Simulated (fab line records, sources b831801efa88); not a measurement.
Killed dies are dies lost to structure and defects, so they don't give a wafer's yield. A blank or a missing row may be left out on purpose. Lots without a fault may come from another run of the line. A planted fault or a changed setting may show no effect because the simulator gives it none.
One fault seen from 2 desks | flow sky130 | each desk has only its own numbers; what lay behind them comes last

THE METROLOGY DESK
What the gauges read, lot by lot, whatever tool the lot ran on: means of the sampled wafers that have a number. A lot is out of limits, marked OUT, if its mean lies more than 4 standard deviations from the usual mean; the brackets give that distance.
Columns: A = cd_nm at SKY_SD_N_CD_MEAS_07, usual 379.9 nm; B = SD_N_OVL at SKY_SD_N_OVL_MEAS_08, usual -0.2 nm; C = SD_N_TW at SKY_SD_N_TW_MEAS_12, usual 3985
lot  | first seen here | A     | B    | C
L242 | day 29 14:59    | 375.4 | -1.6 | 3996
L243 | day 29 19:29    | 383.1 | 0.6  | 3976
L245 | day 31 03:08    | 382.7 | -1.5 | 4005
L248 | day 31 12:14    | 378.2 | 1.2  | 4016
L250 | day 32 03:29    | 378.1 | 0.5  | 4017
L257 | day 34 08:26    | 374.9 | 0.2  | 4015
L260 | day 35 13:21    | 378.2 | -1.6 | 3939
This desk's finding: nothing out of limits on any of the 7 lots.

THE TOOL OWNER'S DESK: rtp_anneal-02
The tool's own readings at SKY_SD_N_RTA_14 (time 2 s): means of the sampled wafers that have a number, for each lot that ran on this tool. A lot is out of limits, marked OUT, if its mean lies more than 4 standard deviations from the usual mean; the brackets give that distance.
Columns: A = lamp_power_pct at SKY_SD_N_RTA_14, usual 15.74 %; B = ramp_down_c_per_s at SKY_SD_N_RTA_14, usual 90.002; C = wafer_temp_C_max at SKY_SD_N_RTA_14, usual 1077.9
lot  | first seen here | A     | B                        | C
L243 | day 29 20:10    | 15.77 | 35.996 (-99 or more) OUT | 1078.2
L245 | day 31 03:48    | 15.78 | 36.000 (-99 or more) OUT | 1078.0
L248 | day 31 12:54    | 15.75 | 36.012 (-99 or more) OUT | 1079.3
L257 | day 34 09:05    | 15.74 | 89.997                   | 1079.3
This desk's finding: out of limits on L243, L245, L248; first on L243, day 29 20:10 (ramp_down_c_per_s at SKY_SD_N_RTA_14). In limits: L257.

PUT TOGETHER
The tool owner's desk could have raised an alarm at day 29 20:10, on L243, L245, L248.
The metrology desk saw nothing out of limits.
The metrology desk has L243, L245, L248 on record, within its limits.
Of the lots named, all ran SKY_SD_N_RTA_14 on rtp_anneal-02.

WHAT THE SIMULATOR HAD PUT IN
Process parameter drift: rtp_anneal-02, from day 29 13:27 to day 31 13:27, at SKY_SD_N_RTA_14. Setting ramp_down_c_per_s, moved by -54, from 90. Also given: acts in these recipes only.
Lots struck among those shown: L243, L245, L248.
Hours from the fault's start to each desk's first reading out of limits: the tool owner's desk, 7.
